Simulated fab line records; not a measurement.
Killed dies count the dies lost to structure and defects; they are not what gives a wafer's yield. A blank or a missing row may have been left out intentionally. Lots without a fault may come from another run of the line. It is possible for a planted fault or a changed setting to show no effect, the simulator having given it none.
fab line records ; flow sky130
record: lots: 6; wafers: 18; last_day: 50
route steps=708 shown METAL5@662
lots untouched by any fault: they come from a run of this same line in which no faults occurred
start_h: hours from the record's opening day to when the first of the lot's shown wafers began ; wait_h: hours since the lot's step before ; " as in the row above ; L1.1+2: one row covering several wafers at once ; - value missing, or start not given ; * or withheld: withheld ; < > ~ a bound
route shown NAME@n: names a module that has steps shown in the file, with the first one's number in the route ; usual: the fault-free wafers' mean and standard deviation ; same: alike in all rows ; chamber/n: place in a boat ; sites: per-site readings ; _std_site: standard deviation across them ; _edge_site: the outer-site mean with the inner-site mean subtracted ; radius_mm: how far each site lies from the wafer's centre ; mask NAME#n: copy n ; behind: the last tool/chamber to shape the wafer ; hold: what put the lot on hold/how long, in hours/how the hold closed ; device: the n, p or np transistor that did not switch ; end of line: the same wafers' tests at the end of the route ; for a step that has no rows: nothing shown but its recipe ; killed: the dies lost at the first sort to structure and to defects; this is not the yield of the wafer ; map: a wafer's dies, marking killed ones x, the rest . and places with no die _
set.NAME: the setting that was run; set.NAME@STEP: the one run at that earlier step ; model.NAME: the simulator's own value behind a step, which no gauge read
lots seen at some steps along the route; tables by step, rows by wafer
services: from which hour (start_h, from the record's first day; less than 0 if before it) a tool's chamber was out of use, for how many hours, and why
== steps ==
step: SKY_METAL5_SPUTTER_01
recipe: material: TiN; target_thk_nm: 20; power_w: 6500; time_s: 16.7; chamber_pressure_pa: 0.4
usual: cathode_dc_power_W: 6500.0/1.2; throttle_valve_pct: 30.2/1.2
lot.wafer;tool;chamber;start_h;wait_h;cathode_dc_power_W;throttle_valve_pct
L396.1;pvd_sputter-01;-;1060.91;0.0;6501.5;32.7
L396.2;pvd_sputter-01;-;1060.91;0.0;6501.1;28.7
L396.4;pvd_sputter-01;-;1060.91;0.0;6500.1;30.1
L401.2;pvd_sputter-02;-;1092.87;0.0;6501.1;31.5
L401.4;pvd_sputter-02;-;1092.87;0.0;6500.2;31.2
L401.6;pvd_sputter-02;-;1092.87;0.0;6500.6;28.6
L402.1;pvd_sputter-01;-;1099.36;0.0;6500.9;31.5
L402.2;pvd_sputter-01;-;1099.36;0.0;6498.0;28.9
L402.6;pvd_sputter-01;-;1099.36;0.0;6503.3;30.5
L406.1;pvd_sputter-02;-;1120.73;0.0;6502.6;31.2
L406.2;pvd_sputter-02;-;1120.73;0.0;6502.1;31.2
L406.6;pvd_sputter-02;-;1120.73;0.0;6498.7;29.7
L410.3;pvd_sputter-04;-;1138.08;0.0;6498.6;30.5
L410.4;pvd_sputter-04;-;1138.08;0.0;6498.6;28.8
L410.6;pvd_sputter-04;-;1138.08;0.0;6500.6;29.5
L411.1;pvd_sputter-01;-;1149.65;0.0;6499.4;30.4
L411.3;pvd_sputter-01;-;1149.65;0.0;6499.9;31.1
L411.5;pvd_sputter-01;-;1149.65;0.0;6499.5;33.0
step: SKY_METAL5_SPUTTER_02
recipe: material: AlCu; target_thk_nm: 1150; power_w: 10600; time_s: 61.2; chamber_pressure_pa: 0.4
usual: cathode_dc_power_W: 10600/1.9; throttle_valve_pct: 30.2/1.2
lot.wafer;tool;chamber;start_h;wait_h;cathode_dc_power_W;throttle_valve_pct
L396.1;pvd_sputter-01;-;1060.93;0.0;10602;32.8
L396.2;pvd_sputter-01;-;1060.93;0.0;10602;28.8
L396.4;pvd_sputter-01;-;1060.93;0.0;10597;30.3
L401.2;pvd_sputter-02;-;1092.90;0.0;10601;31.6
L401.4;pvd_sputter-02;-;1092.90;0.0;10596;31.4
L401.6;pvd_sputter-02;-;1092.90;0.0;10603;28.5
L402.1;pvd_sputter-01;-;1099.39;0.0;10599;31.3
L402.2;pvd_sputter-01;-;1099.39;0.0;10600;28.5
L402.6;pvd_sputter-01;-;1099.39;0.0;10601;30.0
L406.1;pvd_sputter-02;-;1120.76;0.0;10600;31.5
L406.2;pvd_sputter-02;-;1120.76;0.0;10598;31.2
L406.6;pvd_sputter-02;-;1120.76;0.0;10598;29.6
L410.3;pvd_sputter-04;-;1138.11;0.0;10600;30.3
L410.4;pvd_sputter-04;-;1138.11;0.0;10599;28.7
L410.6;pvd_sputter-04;-;1138.11;0.0;10601;29.4
L411.1;pvd_sputter-01;-;1149.68;0.0;10602;30.2
L411.3;pvd_sputter-01;-;1149.68;0.0;10600;31.6
L411.5;pvd_sputter-01;-;1149.68;0.0;10600;32.8
step: SKY_METAL5_SPUTTER_03
recipe: material: Ti; target_thk_nm: 5; power_w: 3000; time_s: 3.3; chamber_pressure_pa: 0.4
usual: cathode_dc_power_W: 3000.0/0.58; throttle_valve_pct: 30.2/1.2
lot.wafer;tool;chamber;start_h;wait_h;cathode_dc_power_W;throttle_valve_pct
L396.1;pvd_sputter-01;-;1060.98;0.0;3000.6;32.7
L396.2;pvd_sputter-01;-;1060.98;0.0;2999.3;28.7
L396.4;pvd_sputter-01;-;1060.98;0.0;3000.0;30.0
L401.2;pvd_sputter-02;-;1092.95;0.0;3000.8;31.1
L401.4;pvd_sputter-02;-;1092.95;0.0;3000.1;31.5
L401.6;pvd_sputter-02;-;1092.95;0.0;2999.9;28.5
L402.1;pvd_sputter-01;-;1099.44;0.0;3000.7;31.3
L402.2;pvd_sputter-01;-;1099.44;0.0;2999.7;28.6
L402.6;pvd_sputter-01;-;1099.44;0.0;2999.5;30.1
L406.1;pvd_sputter-02;-;1120.81;0.0;2999.5;31.4
L406.2;pvd_sputter-02;-;1120.81;0.0;3000.7;31.3
L406.6;pvd_sputter-02;-;1120.81;0.0;2999.6;29.7
L410.3;pvd_sputter-04;-;1138.16;0.0;3000.2;30.4
L410.4;pvd_sputter-04;-;1138.16;0.0;3000.0;28.8
L410.6;pvd_sputter-04;-;1138.16;0.0;2999.7;29.5
L411.1;pvd_sputter-01;-;1149.73;0.0;3000.4;29.9
L411.3;pvd_sputter-01;-;1149.73;0.0;2999.4;31.6
L411.5;pvd_sputter-01;-;1149.73;0.0;3000.4;32.8
step: SKY_METAL5_SPUTTER_04
recipe: material: TiN; target_thk_nm: 70; power_w: 6500; time_s: 58.3; chamber_pressure_pa: 0.3919
usual: cathode_dc_power_W: 6500.0/1.3; throttle_valve_pct: 30.2/1.2
lot.wafer;tool;chamber;start_h;wait_h;cathode_dc_power_W;throttle_valve_pct
L396.1;pvd_sputter-01;-;1061.00;0.0;6499.5;32.5
L396.2;pvd_sputter-01;-;1061.00;0.0;6498.8;28.7
L396.4;pvd_sputter-01;-;1061.00;0.0;6500.0;30.0
L401.2;pvd_sputter-02;-;1092.97;0.0;6501.2;31.4
L401.4;pvd_sputter-02;-;1092.97;0.0;6499.5;31.3
L401.6;pvd_sputter-02;-;1092.97;0.0;6497.9;28.7
L402.1;pvd_sputter-01;-;1099.46;0.0;6502.6;31.4
L402.2;pvd_sputter-01;-;1099.46;0.0;6499.2;28.8
L402.6;pvd_sputter-01;-;1099.46;0.0;6500.8;30.3
L406.1;pvd_sputter-02;-;1120.83;0.0;6501.0;31.2
L406.2;pvd_sputter-02;-;1120.83;0.0;6497.7;31.2
L406.6;pvd_sputter-02;-;1120.83;0.0;6500.4;29.8
L410.3;pvd_sputter-04;-;1138.18;0.0;6499.9;30.3
L410.4;pvd_sputter-04;-;1138.18;0.0;6501.8;28.8
L410.6;pvd_sputter-04;-;1138.18;0.0;6499.8;29.4
L411.1;pvd_sputter-01;-;1149.75;0.0;6499.7;30.2
L411.3;pvd_sputter-01;-;1149.75;0.0;6500.6;31.4
L411.5;pvd_sputter-01;-;1149.75;0.0;6500.6;32.5
step: SKY_METAL5_RS_MEAS_05
recipe: thk_meas_gauge: four-point-probe; reads: TiN_of_METAL5_SPUTTER_04+Ti_of_METAL5_SPUTTER_03+AlCu_of_METAL5_SPUTTER_02+TiN_of_METAL5_SPUTTER_01+Ti_of_METAL5_SPUTTER_00
usual: METAL5_ALCU_RS: 0.02693/0.00029
lot.wafer;tool;chamber;start_h;wait_h;METAL5_ALCU_RS[ohm/sq]
L396.1;film_metro-03;-;1061.05;0.0;0.02682
L396.2;film_metro-03;-;1061.05;0.0;0.0267
L396.4;film_metro-03;-;1061.05;0.0;0.02675
L401.2;film_metro-02;-;1093.03;0.0;0.02703
L401.4;film_metro-02;-;1093.03;0.0;0.02722
L401.6;film_metro-02;-;1093.03;0.0;0.02713
L402.1;film_metro-03;-;1099.51;0.0;0.02716
L402.2;film_metro-03;-;1099.51;0.0;0.0269
L402.6;film_metro-03;-;1099.51;0.0;0.02692
L406.1;film_metro-01;-;1120.88;0.0;0.02681
L406.2;film_metro-01;-;1120.88;0.0;0.02717
L406.6;film_metro-01;-;1120.88;0.0;0.02748
L410.3;film_metro-03;-;1138.27;0.1;0.02698
L410.4;film_metro-03;-;1138.27;0.1;0.02677
L410.6;film_metro-03;-;1138.27;0.1;0.02651
L411.1;film_metro-01;-;1149.80;0.0;0.02663
L411.3;film_metro-01;-;1149.80;0.0;0.02739
L411.5;film_metro-01;-;1149.80;0.0;0.02667
step: SKY_METAL5_THK_MEAS_06
recipe: thk_meas_gauge: xrf; reads: AlCu_of_METAL5_SPUTTER_02
usual: METAL5_ALCU_THK: 1154/15
lot.wafer;tool;chamber;start_h;wait_h;METAL5_ALCU_THK[nm]
L396.1;film_metro-03;-;1061.17;0.1;1174
L396.2;film_metro-03;-;1061.17;0.1;1175
L396.4;film_metro-03;-;1061.17;0.1;1163
L401.2;film_metro-02;-;1093.14;0.1;1145
L401.4;film_metro-02;-;1093.14;0.1;1143
L401.6;film_metro-02;-;1093.14;0.1;1144
L402.1;film_metro-03;-;1099.63;0.1;1144
L402.2;film_metro-03;-;1099.63;0.1;1160
L402.6;film_metro-03;-;1099.63;0.1;1155
L406.1;film_metro-01;-;1121.00;0.1;1151
L406.2;film_metro-01;-;1121.00;0.1;1128
L406.6;film_metro-01;-;1121.00;0.1;1128
L410.3;film_metro-03;-;1138.37;0.1;1158
L410.4;film_metro-03;-;1138.37;0.1;1167
L410.6;film_metro-03;-;1138.37;0.1;1172
L411.1;film_metro-01;-;1149.92;0.1;1156
L411.3;film_metro-01;-;1149.92;0.1;1122
L411.5;film_metro-01;-;1149.92;0.1;1151
step: SKY_METAL5_DEHYDRATE_07
recipe: temp_c: 200; time_s: 60
step: SKY_METAL5_HMDS_08
recipe: prime_time_s: 60; prime_temp_c: 120
step: SKY_METAL5_COAT_09
recipe: resist: NOVOLAK; spin_rpm: 3000; resist_thk_nm: 1800
step: SKY_METAL5_SOFTBAKE_10
recipe: temp_c: 90; time_s: 60; resist: NOVOLAK
step: SKY_METAL5_EXPOSE_11
recipe: mask_id: MM5; na: 0.6; source_shape: conventional; sigma_outer: 0.6; polarization: unpolarized; target_cd_nm: 1600; dose_mj: 190
step: SKY_METAL5_PEB_12
recipe: temp_c: withheld; time_s: *; resist: NOVOLAK
step: SKY_METAL5_DEVELOP_13
recipe: resist: NOVOLAK; developer: TMAH; develop_time_s: 60; dev_temp_c: 23
usual: chill_plate_temp_C: 22.96/0.11; develop_time_s: 60/0
lot.wafer;tool;chamber;start_h;wait_h;chill_plate_temp_C;develop_time_s
L396.1;litho_track-03;0;1081.28;0.1;23.03;60
L396.2;litho_track-03;0;1081.28;0.1;22.89;60
L396.4;litho_track-03;0;1081.28;0.1;22.93;60
L401.2;litho_track-03;-;1112.91;0.1;-;-
L401.4;litho_track-03;-;1112.91;0.1;-;-
L401.6;litho_track-03;-;1112.91;0.1;-;-
L402.1;litho_track-04;-;1119.25;0.1;-;-
L402.2;litho_track-04;-;1119.25;0.1;-;-
L402.6;litho_track-04;-;1119.25;0.1;-;-
L406.1;litho_track-03;0;1139.28;0.1;23.10;60
L406.2;litho_track-03;0;1139.28;0.1;22.94;60
L406.6;litho_track-03;0;1139.28;0.1;22.89;60
L410.3;litho_track-04;0;1156.30;0.1;23.03;60
L410.4;litho_track-04;0;1156.30;0.1;23.01;60
L410.6;litho_track-04;0;1156.30;0.1;22.83;60
L411.1;litho_track-04;0;1166.75;0.1;22.89;60
L411.3;litho_track-04;0;1166.75;0.1;22.82;60
L411.5;litho_track-04;0;1166.75;0.1;22.90;60
step: SKY_METAL5_DESCUM_14
recipe: chemistry: O2; source_power_w: 150; bias_power_w: 0; pressure_mtorr: 10; temp_c: 40; time_s: 11
usual: chamber_pressure_mTorr: 10.000/0.01; drypump_motor_current_A: 6.1/0.55; oes_product_au: 1.000/0.011
lot.wafer;tool;chamber;start_h;wait_h;chamber_pressure_mTorr;drypump_motor_current_A;oes_product_au;rf_hours_counter_h
L396.1;rie_metal-03;1;1081.43;0.1;9.996;6.3;1.021;23
L396.2;rie_metal-03;0;1081.43;0.1;9.999;6.0;1.005;7
L396.4;rie_metal-03;1;1081.43;0.1;10.009;6.3;1.025;-
L401.2;rie_metal-02;1;1113.03;0.1;9.982;6.6;0.985;21
L401.4;rie_metal-02;1;1113.03;0.1;10.003;6.6;0.979;-
L401.6;rie_metal-02;1;1113.03;0.1;10.015;6.6;0.980;-
L402.1;rie_metal-02;0;1119.40;0.1;10.022;5.0;0.983;17
L402.2;rie_metal-02;1;1119.40;0.1;9.988;6.6;0.980;21
L402.6;rie_metal-02;1;1119.40;0.1;9.998;6.6;0.981;-
L406.1;rie_metal-04;1;1139.43;0.1;9.997;6.0;0.995;19
L406.2;rie_metal-04;0;1139.43;0.1;9.984;6.6;1.005;26
L406.6;rie_metal-04;1;1139.43;0.1;10.012;6.0;0.995;-
L410.3;rie_metal-04;0;1156.41;0.1;9.999;6.6;1.013;-
L410.4;rie_metal-04;1;1156.41;0.1;9.999;6.0;0.997;-
L410.6;rie_metal-04;0;1156.41;0.1;10.001;6.6;1.014;-
L411.1;rie_metal-02;0;1166.90;0.1;9.984;5.0;0.996;22
L411.3;rie_metal-02;0;1166.90;0.1;10.012;5.0;0.999;-
L411.5;rie_metal-02;0;1166.90;0.1;10.005;5.0;1.001;-
== services ==
tool;chamber;start_h;hours;kind
pvd_sputter-01;-;1044.31;0.9;repair
rie_metal-03;1;1100.44;-;clean
rie_metal-03;1;1100.44;20.3;scheduled_down
rie_metal-03;1;1100.44;20.3;vent_cycle
rie_metal-03;0;1102.49;15.0;repair
pvd_sputter-02;-;1130.96;3.2;repair
== key ==
first_sign: step: SKY_METAL5_DEVELOP_13; reading: tool_record; direction: missing
effect none on later readings
met_at SKY_METAL5_DEVELOP_13
struck_wafers L401.2,L401.4,L401.6,L402.1,L402.2,L402.6
later_rows_left_out L401.2,L401.4,L401.6,L402.1,L402.2,L402.6
sort_left_out L401.2,L401.4,L401.6,L402.1,L402.2,L402.6
onset_between 1081.28 1112.91
fault: kind: skipped_step_whole; tool: litho_track-03,litho_track-04; chamber: -; onset_h: 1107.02; steps: SKY_METAL5_DEVELOP_13; scope: struck_lots_only
sort_left_out: the simulated sort isn't trusted on such a fault, so these wafers' sort isn't shown, and their yield isn't known
later_rows_left_out: the simulator's readings of these wafers behind a module that went badly wrong aren't trusted and aren't shown, but for the sort
